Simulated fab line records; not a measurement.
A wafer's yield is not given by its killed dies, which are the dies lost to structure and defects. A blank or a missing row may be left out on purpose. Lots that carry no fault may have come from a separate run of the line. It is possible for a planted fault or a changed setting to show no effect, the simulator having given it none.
fab line records | flow sky130
record lots=24 | wafers=72 | last_day=50
route steps=708 shown FIELD_ISO@16 PWDE@52 SONOS_ONO@182 VIA1@471 CAP2M@615 METAL5@665
lots untouched by any fault: they come from a run of this same line in which no faults occurred
start_h: hours from the record's first day to the start of the lot's first wafer shown | wait_h: hours since the lot's step before | " same as the row above | L1.1+2: several wafers, shown together as one row | - either no value or no given start | * or withheld: withheld | < > ~ a bound
route shown NAME@n: a module of which the file shows steps, and the number in the route of the first | usual: mean and standard deviation over wafers with no fault | same: alike in all rows | chamber/n: place in a boat | sites: the reading at each site | _std_site: the values' standard deviation | _edge_site: mean of outer sites minus mean of inner sites | radius_mm: for every site, how far away it sits from the centre of the wafer | mask NAME#n: copy n | behind: the last tool/chamber to shape the wafer | hold: why the lot went on hold/how many hours it stayed there/how the hold came to an end | device: names the non-switching transistor (n, p or np) | end of line: the same wafers' tests at the end of the route | for a step that has no rows: nothing shown but its recipe | killed: the dies lost at the first sort to structure and to defects; this is not the yield of the wafer | map: shows each die of a wafer: x if killed, . if not, _ if none is there
set.NAME: the run value of the setting; set.NAME@STEP: its run value at that earlier step | model.NAME: the simulator's own value behind a step, which no gauge read
route steps across a sampled set of lots; one table per step, one row per wafer
services: when a tool's chamber went out of use (start_h, in hours from the record's first day, below 0 if earlier), for how many hours, and the reason
## steps
# step SKY_FIELD_ISO_ETCH_15
# recipe chemistry=CHF3/O2 | target_depth_nm=180 | stop_on=Si | source_w=600 | bias_w=200 | pressure_mtorr=40 | chf3_flow_sccm=50 | O2_flow_sccm=5 | time_s=72
# usual drypump_motor_current_A=5.8/0.41 | oes_product_au=0.949/0.0065 | throttle_valve_pct=8.845/0.009
lot.wafer | tool        | chamber | start_h | wait_h | drypump_motor_current_A | oes_product_au | rf_hours_counter_h | throttle_valve_pct
L074.1    | rie_diel-03 | 0       | 29.27   | 0.0    | 5.8                     | 0.948          | 6                  | 8.842
L074.2    | "           | 3       | "       | "      | 5.9                     | 0.948          | 151                | 8.837
L074.3    | "           | 1       | "       | "      | 5.6                     | 0.943          | 5                  | 8.848
L075.1    | rie_diel-01 | 1       | 34.05   | 0.0    | 5.0                     | 0.949          | 6                  | 8.847
L075.2    | "           | 0       | "       | "      | 6.0                     | 0.944          | 118                | 8.854
L075.6    | "           | 0       | "       | "      | 6.0                     | 0.954          | -                  | 8.847
L076.2    | rie_diel-01 | 3       | 39.67   | 0.0    | 6.1                     | 0.951          | 98                 | 8.856
L076.3    | "           | 1       | "       | "      | 5.0                     | 0.947          | 6                  | 8.846
L076.5    | "           | 1       | "       | "      | 5.0                     | 0.941          | -                  | 8.848
L077.1    | rie_diel-01 | 2       | 44.52   | 0.0    | 5.8                     | 0.949          | 92                 | 8.863
L077.3    | "           | 0       | "       | "      | 6.0                     | 0.944          | 118                | 8.830
L077.6    | "           | 3       | "       | "      | 6.1                     | 0.954          | -                  | 8.834
L078.2    | rie_diel-04 | 2       | 49.02   | 0.0    | 5.7                     | 0.952          | 150                | 8.841
L078.4    | "           | 0       | "       | "      | 6.4                     | 0.946          | 25                 | 8.830
L078.6    | "           | 2       | "       | "      | 5.7                     | 0.949          | -                  | 8.861
L079.2    | rie_diel-03 | 1       | 56.02   | 0.0    | 5.6                     | 0.948          | 5                  | 8.838
L079.3    | "           | 0       | "       | "      | 5.8                     | 0.959          | 7                  | 8.849
L079.4    | "           | 2       | "       | "      | 5.3                     | 0.949          | 1                  | 8.852
L080.1    | rie_diel-03 | 1       | 60.67   | 0.0    | 5.6                     | 0.956          | 5                  | 8.844
L080.2    | "           | 0       | "       | "      | 5.8                     | 0.958          | 7                  | 8.851
L080.4    | "           | 3       | "       | "      | 5.9                     | 0.965          | -                  | 8.859
L081.1    | rie_diel-01 | 3       | 67.02   | 0.0    | 6.1                     | 0.949          | 99                 | 8.848
L081.4    | "           | 1       | "       | "      | 5.0                     | 0.953          | 6                  | 8.842
L081.5    | "           | 1       | "       | "      | 5.0                     | 0.965          | -                  | 8.866
L082.1    | rie_diel-04 | 0       | 70.32   | 0.0    | 6.5                     | 0.940          | 26                 | 8.848
L082.5    | "           | 3       | "       | "      | 6.6                     | 0.951          | -                  | 8.858
L082.6    | "           | 2       | "       | "      | 5.7                     | 0.959          | -                  | 8.850
L083.1    | rie_diel-01 | 3       | 76.00   | 0.0    | 6.1                     | 0.959          | 99                 | 8.852
L083.4    | "           | 1       | "       | "      | 5.0                     | 0.961          | 7                  | 8.840
L083.5    | "           | 3       | "       | "      | 6.1                     | 0.962          | -                  | 8.858
L084.1    | rie_diel-01 | 0       | 82.32   | 0.0    | 5.9                     | 0.956          | 119                | 8.857
L084.4    | "           | 3       | "       | "      | 6.1                     | 0.946          | 99                 | 8.842
L084.6    | "           | 3       | "       | "      | 6.1                     | 0.956          | -                  | 8.848
L085.1    | rie_diel-01 | 3       | 86.15   | 0.0    | 6.1                     | 0.954          | 99                 | 8.854
L085.4    | "           | 0       | "       | "      | 6.0                     | 0.954          | 119                | 8.842
L085.5    | "           | 1       | "       | "      | 5.0                     | 0.954          | -                  | 8.848
L086.4    | rie_diel-03 | 3       | 91.95   | 0.0    | 5.9                     | 0.942          | 152                | 8.838
L086.5    | "           | 0       | "       | "      | 5.8                     | 0.948          | -                  | 8.842
L086.6    | "           | 3       | "       | "      | 5.9                     | 0.946          | -                  | 8.834
L087.1    | rie_diel-03 | 2       | 94.92   | 0.0    | 5.3                     | 0.946          | 1                  | 8.854
L087.2    | "           | 1       | "       | "      | 5.6                     | 0.942          | 6                  | 8.841
L087.3    | "           | 0       | "       | "      | 5.8                     | 0.944          | 8                  | 8.858
L088.4    | rie_diel-04 | 0       | 100.27  | 0.0    | 6.4                     | 0.939          | 26                 | 8.836
L088.5    | "           | 1       | "       | "      | 6.2                     | 0.936          | -                  | 8.829
L088.6    | "           | 2       | "       | "      | 5.7                     | 0.950          | -                  | 8.848
L089.1    | rie_diel-01 | 2       | 108.85  | 0.0    | 5.8                     | 0.940          | 94                 | 8.848
L089.3    | "           | 3       | "       | "      | 6.1                     | 0.951          | 100                | 8.850
L089.5    | "           | 1       | "       | "      | 5.0                     | 0.948          | -                  | 8.847
L090.1    | rie_diel-04 | 3       | 114.37  | 0.0    | 6.6                     | 0.949          | 75                 | 8.826
L090.2    | "           | 2       | "       | "      | 5.7                     | 0.953          | 151                | 8.829
L090.5    | "           | 2       | "       | "      | 5.7                     | 0.947          | -                  | 8.845
L091.3    | rie_diel-01 | 1       | 117.02  | 0.0    | 5.0                     | 0.949          | 7                  | 8.839
L091.5    | "           | 0       | "       | "      | 6.0                     | 0.947          | -                  | 8.843
L091.6    | "           | 3       | "       | "      | 6.1                     | 0.943          | -                  | 8.827
L092.1    | rie_diel-01 | 3       | 125.65  | 0.0    | 6.1                     | 0.956          | 100                | 8.832
L092.5    | "           | 1       | "       | "      | 5.0                     | 0.954          | -                  | 8.850
L092.6    | "           | 0       | "       | "      | 6.0                     | 0.946          | -                  | 8.843
L093.1    | rie_diel-04 | 0       | 127.75  | 0.0    | 6.4                     | 0.952          | 26                 | 8.847
L093.2    | "           | 3       | "       | "      | 6.6                     | 0.950          | 75                 | 8.861
L093.4    | "           | 1       | "       | "      | 6.2                     | 0.946          | 93                 | 8.849
L094.3    | rie_diel-01 | 1       | 133.00  | 0.0    | 5.0                     | 0.942          | 8                  | 8.839
L094.5    | "           | 0       | "       | "      | 6.0                     | 0.945          | -                  | 8.845
L094.6    | "           | 3       | "       | "      | 6.1                     | 0.948          | -                  | 8.842
L095.2    | rie_diel-03 | 0       | 137.22  | 0.0    | 5.8                     | 0.937          | 9                  | 8.844
L095.5    | "           | 1       | "       | "      | 5.6                     | 0.938          | -                  | 8.834
L095.6    | "           | 2       | "       | "      | 5.4                     | 0.935          | -                  | 8.845
L096.1    | rie_diel-01 | 0       | 142.60  | 0.0    | 6.0                     | 0.951          | 120                | 8.837
L096.2    | "           | 3       | "       | "      | 6.1                     | 0.949          | 101                | 8.851
L096.5    | "           | 1       | "       | "      | 5.0                     | 0.946          | -                  | 8.849
L097.2    | rie_diel-04 | 0       | 147.40  | 0.0    | 6.5                     | 0.948          | 27                 | 8.857
L097.3    | "           | 2       | "       | "      | 5.7                     | 0.947          | 152                | 8.846
L097.5    | "           | 1       | "       | "      | 6.2                     | 0.935          | -                  | 8.830
# step SKY_PWDE_OVL_MEAS_07
# usual PWDE_OVL=-0.5/1.3
lot.wafer | tool       | chamber | start_h | wait_h | PWDE_OVL[nm]
L074.1    | overlay-02 | -       | 66.28   | -      | -0.9
L074.2    | "          | -       | "       | "      | 0.7
L074.3    | "          | -       | "       | "      | -0.1
L075.1    | overlay-01 | -       | 76.43   | -      | -0.6
L075.2    | "          | -       | "       | "      | -0.4
L075.6    | "          | -       | "       | "      | -0.8
L076.2    | overlay-02 | -       | 81.81   | -      | 1.1
L076.3    | "          | -       | "       | "      | -1.8
L076.5    | "          | -       | "       | "      | 1.7
L077.1    | overlay-01 | -       | 83.16   | -      | -1.2
L077.3    | "          | -       | "       | "      | -2.0
L077.6    | "          | -       | "       | "      | -2.4
L078.2    | overlay-01 | -       | 89.16   | -      | 1.0
L078.4    | "          | -       | "       | "      | -1.0
L078.6    | "          | -       | "       | "      | -1.6
L079.2    | overlay-01 | -       | 95.76   | -      | -0.2
L079.3    | "          | -       | "       | "      | 0.4
L079.4    | "          | -       | "       | "      | 0.4
L080.1    | overlay-01 | -       | 103.28  | -      | 0.1
L080.2    | "          | -       | "       | "      | 1.0
L080.4    | "          | -       | "       | "      | -2.0
L081.1    | overlay-02 | -       | 109.66  | -      | 0.9
L081.4    | "          | -       | "       | "      | 1.1
L081.5    | "          | -       | "       | "      | -1.1
L082.1    | overlay-02 | -       | 112.26  | -      | -3.0
L082.5    | "          | -       | "       | "      | -0.4
L082.6    | "          | -       | "       | "      | -0.1
L083.1    | overlay-02 | -       | 116.51  | -      | 0.0
L083.4    | "          | -       | "       | "      | 0.5
L083.5    | "          | -       | "       | "      | -1.3
L084.1    | overlay-02 | -       | 126.56  | -      | -1.3
L084.4    | "          | -       | "       | "      | -0.3
L084.6    | "          | -       | "       | "      | -2.5
L085.1    | overlay-02 | -       | 135.71  | -      | -1.0
L085.4    | "          | -       | "       | "      | 0.0
L085.5    | "          | -       | "       | "      | -1.1
L086.4    | overlay-02 | -       | 136.73  | -      | -1.3
L086.5    | "          | -       | "       | "      | -0.2
L086.6    | "          | -       | "       | "      | -1.5
L087.1    | overlay-01 | -       | 141.81  | -      | -0.1
L087.2    | "          | -       | "       | "      | -0.1
L087.3    | "          | -       | "       | "      | 1.7
L088.4    | overlay-02 | -       | 146.60  | -      | -0.9
L088.5    | "          | -       | "       | "      | -0.4
L088.6    | "          | -       | "       | "      | -1.0
L089.1    | overlay-01 | -       | 153.63  | -      | 2.5
L089.3    | "          | -       | "       | "      | 1.0
L089.5    | "          | -       | "       | "      | 1.2
L090.1    | overlay-01 | -       | 159.96  | -      | 0.2
L090.2    | "          | -       | "       | "      | 0.1
L090.5    | "          | -       | "       | "      | 0.6
L091.3    | overlay-02 | -       | 161.07  | -      | -0.8
L091.5    | "          | -       | "       | "      | -1.3
L091.6    | "          | -       | "       | "      | -2.4
L092.1    | overlay-02 | -       | 181.03  | -      | -0.2
L092.5    | "          | -       | "       | "      | -2.3
L092.6    | "          | -       | "       | "      | -0.2
L093.1    | overlay-01 | -       | 181.11  | -      | -2.7
L093.2    | "          | -       | "       | "      | -1.6
L093.4    | "          | -       | "       | "      | -1.5
L095.2    | overlay-01 | -       | 189.86  | -      | 1.0
L095.5    | "          | -       | "       | "      | 1.3
L095.6    | "          | -       | "       | "      | 0.6
L094.3    | overlay-02 | -       | 190.04  | -      | -1.0
L094.5    | "          | -       | "       | "      | -1.3
L094.6    | "          | -       | "       | "      | -2.9
L096.1    | overlay-02 | -       | 192.16  | -      | -0.4
L096.2    | "          | -       | "       | "      | -0.4
L096.5    | "          | -       | "       | "      | -0.3
L097.2    | overlay-02 | -       | 196.51  | -      | 2.6
L097.3    | "          | -       | "       | "      | 0.5
L097.5    | "          | -       | "       | "      | 1.0
# step SKY_SONOS_ONO_OVL_MEAS_14
# usual SONOS_ONO_OVL=-0.7/1.5
lot.wafer | tool       | chamber | start_h | wait_h | SONOS_ONO_OVL[nm]
L074.1    | overlay-02 | -       | 272.08  | 0.1    | 1.3
L074.2    | "          | -       | "       | "      | 0.1
L074.3    | "          | -       | "       | "      | -0.4
L075.1    | overlay-01 | -       | 288.68  | 0.1    | 2.8
L075.2    | "          | -       | "       | "      | 2.4
L075.6    | "          | -       | "       | "      | 2.9
L076.2    | overlay-01 | -       | 298.23  | 0.1    | -1.1
L076.3    | "          | -       | "       | "      | -0.4
L076.5    | "          | -       | "       | "      | -2.4
L077.1    | overlay-02 | -       | 299.13  | 0.1    | -2.7
L077.3    | "          | -       | "       | "      | -2.1
L077.6    | "          | -       | "       | "      | -3.4
L078.2    | overlay-02 | -       | 307.63  | 0.1    | -3.4
L078.4    | "          | -       | "       | "      | -2.1
L078.6    | "          | -       | "       | "      | -3.7
L079.2    | overlay-01 | -       | 313.88  | 0.1    | 0.9
L079.3    | "          | -       | "       | "      | -0.2
L079.4    | "          | -       | "       | "      | -0.3
L080.1    | overlay-01 | -       | 328.55  | 0.1    | -2.3
L080.2    | "          | -       | "       | "      | -2.5
L080.4    | "          | -       | "       | "      | -1.4
L081.1    | overlay-02 | -       | 339.68  | 0.1    | 1.0
L081.4    | "          | -       | "       | "      | 0.3
L081.5    | "          | -       | "       | "      | -1.1
L082.1    | overlay-02 | -       | 341.53  | 0.1    | 0.6
L082.5    | "          | -       | "       | "      | 0.4
L082.6    | "          | -       | "       | "      | -0.2
L083.1    | overlay-01 | -       | 348.88  | 0.1    | -2.8
L083.4    | "          | -       | "       | "      | -0.2
L083.5    | "          | -       | "       | "      | -1.7
L084.1    | overlay-01 | -       | 364.10  | 0.1    | -0.5
L084.4    | "          | -       | "       | "      | -2.0
L084.6    | "          | -       | "       | "      | -1.4
L085.1    | overlay-01 | -       | 376.28  | 0.1    | -2.1
L085.4    | "          | -       | "       | "      | -3.0
L085.5    | "          | -       | "       | "      | -2.1
L086.4    | overlay-02 | -       | 388.07  | 0.1    | -0.3
L086.5    | "          | -       | "       | "      | -0.5
L086.6    | "          | -       | "       | "      | -0.9
L087.1    | overlay-01 | -       | 390.25  | 0.1    | -1.9
L087.2    | "          | -       | "       | "      | -0.6
L087.3    | "          | -       | "       | "      | -0.1
L088.4    | overlay-01 | -       | 393.50  | 0.1    | -0.6
L088.5    | "          | -       | "       | "      | 0.4
L088.6    | "          | -       | "       | "      | 0.9
L089.1    | overlay-02 | -       | 403.63  | 0.1    | -1.6
L089.3    | "          | -       | "       | "      | 0.0
L089.5    | "          | -       | "       | "      | 0.5
L090.1    | overlay-02 | -       | 410.83  | 0.1    | -1.1
L090.2    | "          | -       | "       | "      | 0.5
L090.5    | "          | -       | "       | "      | 0.9
L091.3    | overlay-02 | -       | 415.49  | 0.1    | -1.1
L091.5    | "          | -       | "       | "      | -2.1
L091.6    | "          | -       | "       | "      | -1.4
L092.1    | overlay-02 | -       | 441.68  | 0.1    | -1.1
L092.5    | "          | -       | "       | "      | -0.4
L092.6    | "          | -       | "       | "      | -1.7
L093.1    | overlay-02 | -       | 444.08  | 0.1    | -1.3
L093.2    | "          | -       | "       | "      | 0.3
L093.4    | "          | -       | "       | "      | -0.6
L095.2    | overlay-02 | -       | 453.58  | 0.1    | -1.9
L095.5    | "          | -       | "       | "      | -2.7
L095.6    | "          | -       | "       | "      | -2.0
L094.3    | overlay-01 | -       | 458.79  | 0.1    | 1.1
L094.5    | "          | -       | "       | "      | 3.5
L094.6    | "          | -       | "       | "      | 2.8
L096.1    | overlay-01 | -       | 465.75  | 0.1    | -0.5
L096.2    | "          | -       | "       | "      | 1.3
L096.5    | "          | -       | "       | "      | -0.7
L097.2    | overlay-02 | -       | 469.98  | 0.1    | -0.6
L097.3    | "          | -       | "       | "      | -2.6
L097.5    | "          | -       | "       | "      | -0.8
# step SKY_VIA1_OVL_MEAS_13
# usual VIA1_OVL=-1/5.6
lot.wafer | tool       | chamber | start_h | wait_h | VIA1_OVL[nm]
L074.1    | overlay-01 | -       | 782.61  | 0.1    | -2
L074.2    | "          | -       | "       | "      | -9
L074.3    | "          | -       | "       | "      | -3
L075.1    | overlay-02 | -       | 795.00  | 0.1    | 4
L075.2    | "          | -       | "       | "      | 5
L075.6    | "          | -       | "       | "      | 1
L077.1    | overlay-02 | -       | 832.35  | 0.1    | -2
L077.3    | "          | -       | "       | "      | -4
L077.6    | "          | -       | "       | "      | -4
L078.2    | overlay-01 | -       | 834.38  | 0.1    | -3
L078.4    | "          | -       | "       | "      | -6
L078.6    | "          | -       | "       | "      | 2
L076.2    | overlay-02 | -       | 835.08  | 0.1    | -14
L076.3    | "          | -       | "       | "      | -2
L076.5    | "          | -       | "       | "      | 2
L079.2    | overlay-01 | -       | 835.43  | 0.1    | -2
L079.3    | "          | -       | "       | "      | -8
L079.4    | "          | -       | "       | "      | -2
L080.1    | overlay-01 | -       | 840.33  | 0.1    | 1
L080.2    | "          | -       | "       | "      | 2
L080.4    | "          | -       | "       | "      | 1
L081.1    | overlay-02 | -       | 846.23  | 0.1    | -3
L081.4    | "          | -       | "       | "      | -2
L081.5    | "          | -       | "       | "      | -3
L082.1    | overlay-01 | -       | 847.11  | 0.1    | 4
L082.5    | "          | -       | "       | "      | -4
L082.6    | "          | -       | "       | "      | -6
L083.1    | overlay-01 | -       | 855.25  | 0.1    | -1
L083.4    | "          | -       | "       | "      | -4
L083.5    | "          | -       | "       | "      | -3
L084.1    | overlay-02 | -       | 868.50  | 0.1    | -4
L084.4    | "          | -       | "       | "      | 4
L084.6    | "          | -       | "       | "      | 8
L085.1    | overlay-02 | -       | 881.80  | 0.1    | -3
L085.4    | "          | -       | "       | "      | 2
L085.5    | "          | -       | "       | "      | -5
L086.4    | overlay-01 | -       | 893.52  | 0.1    | -1
L086.5    | "          | -       | "       | "      | -6
L086.6    | "          | -       | "       | "      | 3
L087.1    | overlay-02 | -       | 896.66  | 0.1    | -4
L087.2    | "          | -       | "       | "      | 7
L087.3    | "          | -       | "       | "      | 6
L088.4    | overlay-02 | -       | 899.18  | 0.1    | -6
L088.5    | "          | -       | "       | "      | -3
L088.6    | "          | -       | "       | "      | -8
L089.1    | overlay-02 | -       | 902.45  | 0.1    | 0
L089.3    | "          | -       | "       | "      | -9
L089.5    | "          | -       | "       | "      | -12
L090.1    | overlay-02 | -       | 912.95  | 0.1    | -5
L090.2    | "          | -       | "       | "      | 6
L090.5    | "          | -       | "       | "      | -7
L091.3    | overlay-02 | -       | 913.54  | 0.1    | 3
L091.5    | "          | -       | "       | "      | 1
L091.6    | "          | -       | "       | "      | -6
L092.1    | overlay-01 | -       | 933.71  | 0.1    | -5
L092.5    | "          | -       | "       | "      | -11
L092.6    | "          | -       | "       | "      | 0
L093.1    | overlay-02 | -       | 938.03  | 0.1    | 5
L093.2    | "          | -       | "       | "      | 1
L093.4    | "          | -       | "       | "      | -2
L095.2    | overlay-01 | -       | 944.83  | 0.1    | 6
L095.5    | "          | -       | "       | "      | -6
L095.6    | "          | -       | "       | "      | 7
L094.3    | overlay-02 | -       | 945.86  | 0.1    | 7
L094.5    | "          | -       | "       | "      | 9
L094.6    | "          | -       | "       | "      | 1
L096.1    | overlay-01 | -       | 950.63  | 0.1    | 6
L096.2    | "          | -       | "       | "      | 7
L096.5    | "          | -       | "       | "      | 10
L097.2    | overlay-02 | -       | 955.80  | 0.1    | 9
L097.3    | "          | -       | "       | "      | 1
L097.5    | "          | -       | "       | "      | 9
# step SKY_CAP2M_OVL_MEAS_12
# usual CAP2M_OVL=1.0/1.5
lot.wafer | tool       | chamber | start_h | wait_h | CAP2M_OVL[nm]
L074.1    | overlay-01 | -       | 945.38  | 0.1    | 0.6
L074.2    | "          | -       | "       | "      | 2.9
L074.3    | "          | -       | "       | "      | 1.2
L075.1    | overlay-01 | -       | 957.08  | 0.1    | 1.9
L075.2    | "          | -       | "       | "      | 0.5
L075.6    | "          | -       | "       | "      | 3.9
L077.1    | overlay-02 | -       | 991.93  | 0.1    | 3.0
L077.3    | "          | -       | "       | "      | 2.8
L077.6    | "          | -       | "       | "      | 2.8
L078.2    | overlay-02 | -       | 992.83  | 0.1    | 1.8
L078.4    | "          | -       | "       | "      | 1.1
L078.6    | "          | -       | "       | "      | 2.7
L076.2    | overlay-02 | -       | 993.13  | 0.1    | -1.4
L076.3    | "          | -       | "       | "      | 1.1
L076.5    | "          | -       | "       | "      | -3.1
L079.2    | overlay-02 | -       | 994.75  | 0.1    | -1.5
L079.3    | "          | -       | "       | "      | -1.1
L079.4    | "          | -       | "       | "      | -1.0
L080.1    | overlay-01 | -       | 996.61  | 0.1    | 0.7
L080.2    | "          | -       | "       | "      | -0.7
L080.4    | "          | -       | "       | "      | 0.2
L081.1    | overlay-01 | -       | 1002.31 | 0.1    | 2.6
L081.4    | "          | -       | "       | "      | 0.5
L081.5    | "          | -       | "       | "      | 0.0
L082.1    | overlay-01 | -       | 1005.96 | 0.1    | 0.7
L082.5    | "          | -       | "       | "      | 2.2
L082.6    | "          | -       | "       | "      | -0.7
L083.1    | overlay-01 | -       | 1011.04 | 0.1    | 0.6
L083.4    | "          | -       | "       | "      | -0.3
L083.5    | "          | -       | "       | "      | -1.7
L084.1    | overlay-02 | -       | 1022.34 | 0.1    | 1.1
L084.4    | "          | -       | "       | "      | -0.8
L084.6    | "          | -       | "       | "      | -0.3
L085.1    | overlay-02 | -       | 1034.64 | 0.1    | 1.1
L085.4    | "          | -       | "       | "      | 1.3
L085.5    | "          | -       | "       | "      | 0.9
L086.4    | overlay-02 | -       | 1043.07 | 0.1    | 0.9
L086.5    | "          | -       | "       | "      | 2.6
L086.6    | "          | -       | "       | "      | 1.9
L087.1    | overlay-01 | -       | 1046.26 | 0.1    | 2.2
L087.2    | "          | -       | "       | "      | 2.3
L087.3    | "          | -       | "       | "      | 2.0
L088.4    | overlay-02 | -       | 1048.10 | 0.1    | -1.1
L088.5    | "          | -       | "       | "      | 0.8
L088.6    | "          | -       | "       | "      | 1.4
L089.1    | overlay-02 | -       | 1049.91 | 0.1    | 2.6
L089.3    | "          | -       | "       | "      | 0.2
L089.5    | "          | -       | "       | "      | 0.7
L090.1    | overlay-01 | -       | 1061.96 | 0.1    | -2.0
L090.2    | "          | -       | "       | "      | -2.6
L090.5    | "          | -       | "       | "      | -1.5
L091.3    | overlay-02 | -       | 1062.27 | 0.1    | 0.2
L091.5    | "          | -       | "       | "      | 1.7
L091.6    | "          | -       | "       | "      | -0.6
L092.1    | overlay-02 | -       | 1079.09 | 0.1    | 1.6
L092.5    | "          | -       | "       | "      | 0.2
L092.6    | "          | -       | "       | "      | 1.6
L093.1    | overlay-01 | -       | 1083.46 | 0.1    | 2.1
L093.2    | "          | -       | "       | "      | 2.4
L093.4    | "          | -       | "       | "      | 2.9
L095.2    | overlay-02 | -       | 1089.23 | 0.1    | 1.9
L095.5    | "          | -       | "       | "      | -0.7
L095.6    | "          | -       | "       | "      | 0.5
L094.3    | overlay-01 | -       | 1090.35 | 0.1    | 2.1
L094.5    | "          | -       | "       | "      | 1.3
L094.6    | "          | -       | "       | "      | 3.4
L096.1    | overlay-01 | -       | 1092.99 | 0.1    | 3.6
L096.2    | "          | -       | "       | "      | 1.3
L096.5    | "          | -       | "       | "      | 3.4
L097.2    | overlay-02 | -       | 1096.40 | 0.1    | 4.1
L097.3    | "          | -       | "       | "      | 0.4
L097.5    | "          | -       | "       | "      | 3.3
# step SKY_METAL5_SPUTTER_04
# recipe material=TiN | target_thk_nm=70 | power_w=6500 | time_s=58.3 | chamber_pressure_pa=0.4
# usual throttle_valve_pct=30.1/1.3
lot.wafer | tool           | chamber | start_h | wait_h | throttle_valve_pct
L074.1    | pvd_sputter-03 | -       | 997.53  | 0.0    | 29.4
L074.2    | "              | -       | "       | "      | 29.2
L074.3    | "              | -       | "       | "      | 29.0
L075.1    | pvd_sputter-04 | -       | 1008.15 | 0.0    | 28.5
L075.2    | "              | -       | "       | "      | 31.5
L075.6    | "              | -       | "       | "      | 28.4
L077.1    | pvd_sputter-02 | -       | 1039.81 | 0.0    | 28.7
L077.3    | "              | -       | "       | "      | 29.6
L077.6    | "              | -       | "       | "      | 29.4
L078.2    | pvd_sputter-04 | -       | 1041.89 | 0.0    | 32.5
L078.4    | "              | -       | "       | "      | 30.4
L078.6    | "              | -       | "       | "      | 30.3
L076.2    | pvd_sputter-02 | -       | 1042.02 | 0.0    | 29.4
L076.3    | "              | -       | "       | "      | 28.6
L076.5    | "              | -       | "       | "      | 29.5
L079.2    | pvd_sputter-04 | -       | 1043.73 | 0.0    | 32.3
L079.3    | "              | -       | "       | "      | 28.2
L079.4    | "              | -       | "       | "      | 31.4
L080.1    | pvd_sputter-04 | -       | 1045.21 | 0.0    | 32.4
L080.2    | "              | -       | "       | "      | 30.4
L080.4    | "              | -       | "       | "      | 28.7
L081.1    | pvd_sputter-02 | -       | 1051.24 | 0.0    | 31.1
L081.4    | "              | -       | "       | "      | 29.5
L081.5    | "              | -       | "       | "      | 28.9
L082.1    | pvd_sputter-04 | -       | 1052.53 | 0.0    | 32.5
L082.5    | "              | -       | "       | "      | 28.5
L082.6    | "              | -       | "       | "      | 30.5
L083.1    | pvd_sputter-02 | -       | 1058.23 | 0.0    | 28.7
L083.4    | "              | -       | "       | "      | 29.3
L083.5    | "              | -       | "       | "      | 29.4
L084.1    | pvd_sputter-04 | -       | 1070.87 | 0.0    | 31.4
L084.4    | "              | -       | "       | "      | 30.1
L084.6    | "              | -       | "       | "      | 28.7
L085.1    | pvd_sputter-04 | -       | 1081.16 | 0.0    | 31.5
L085.4    | "              | -       | "       | "      | 28.5
L085.5    | "              | -       | "       | "      | 28.6
L086.4    | pvd_sputter-03 | -       | 1088.42 | 0.0    | 29.6
L086.5    | "              | -       | "       | "      | 30.9
L086.6    | "              | -       | "       | "      | 29.6
L087.1    | pvd_sputter-03 | -       | 1091.73 | 0.0    | 29.4
L087.2    | "              | -       | "       | "      | 28.8
L087.3    | "              | -       | "       | "      | 30.7
L088.4    | pvd_sputter-04 | -       | 1093.38 | 0.0    | 32.3
L088.5    | "              | -       | "       | "      | 32.3
L088.6    | "              | -       | "       | "      | 30.5
L089.1    | pvd_sputter-04 | -       | 1095.17 | 0.0    | 31.3
L089.3    | "              | -       | "       | "      | 28.2
L089.5    | "              | -       | "       | "      | 32.5
L090.1    | pvd_sputter-02 | -       | 1108.33 | 0.0    | 29.5
L090.2    | "              | -       | "       | "      | 31.4
L090.5    | "              | -       | "       | "      | 31.2
L091.3    | pvd_sputter-04 | -       | 1108.73 | 0.0    | 32.5
L091.5    | "              | -       | "       | "      | 32.3
L091.6    | "              | -       | "       | "      | 30.3
L092.1    | pvd_sputter-03 | -       | 1122.83 | 0.0    | 28.9
L092.5    | "              | -       | "       | "      | 29.8
L092.6    | "              | -       | "       | "      | 28.8
L093.1    | pvd_sputter-02 | -       | 1127.27 | 0.0    | 28.6
L093.2    | "              | -       | "       | "      | 29.6
L093.4    | "              | -       | "       | "      | 31.3
L095.2    | pvd_sputter-03 | -       | 1131.93 | 0.0    | 29.4
L095.5    | "              | -       | "       | "      | 30.7
L095.6    | "              | -       | "       | "      | 29.4
L094.3    | pvd_sputter-03 | -       | 1133.51 | 0.0    | 29.7
L094.5    | "              | -       | "       | "      | 29.8
L094.6    | "              | -       | "       | "      | 30.8
L096.1    | pvd_sputter-03 | -       | 1136.79 | 0.0    | 28.5
L096.2    | "              | -       | "       | "      | 30.8
L096.5    | "              | -       | "       | "      | 30.8
L097.2    | pvd_sputter-03 | -       | 1139.81 | 0.0    | 29.5
L097.3    | "              | -       | "       | "      | 30.7
L097.5    | "              | -       | "       | "      | 30.9
## services
tool        | chamber | start_h | hours | kind
rie_diel-01 | 1       | 8.30    | 13.2  | repair
rie_diel-01 | 0       | 23.16   | 1.4   | repair
rie_diel-01 | 3       | 173.42  | 5.1   | repair
rie_diel-01 | -       | 194.12  | 0.8   | repair
rie_diel-01 | 0       | 293.97  | 2.4   | repair
rie_diel-01 | 2       | 329.21  | 18.0  | repair
rie_diel-01 | 3       | 337.41  | 1.8   | repair
rie_diel-01 | 3       | 378.15  | 5.2   | repair
rie_diel-01 | 2       | 430.80  | 4.1   | repair
rie_diel-01 | -       | 433.70  | 3.4   | repair
rie_diel-01 | -       | 448.94  | 17.9  | repair
rie_diel-01 | 2       | 449.12  | 7.8   | repair
rie_diel-01 | -       | 522.08  | 0.5   | repair
rie_diel-01 | 0       | 539.95  | 9.0   | repair
rie_diel-01 | 3       | 576.54  | 7.7   | repair
rie_diel-01 | 2       | 659.95  | 17.0  | repair
rie_diel-01 | 3       | 666.97  | 3.3   | repair
rie_diel-01 | -       | 697.89  | 0.7   | repair
rie_diel-01 | 2       | 730.63  | 6.1   | repair
rie_diel-01 | 1       | 832.77  | 18.1  | repair
rie_diel-01 | -       | 837.55  | 4.0   | pm
rie_diel-01 | -       | 842.88  | 15.6  | pm
rie_diel-01 | 0       | 888.72  | 12.8  | repair
rie_diel-01 | 3       | 903.81  | 2.4   | repair
## key
fault none
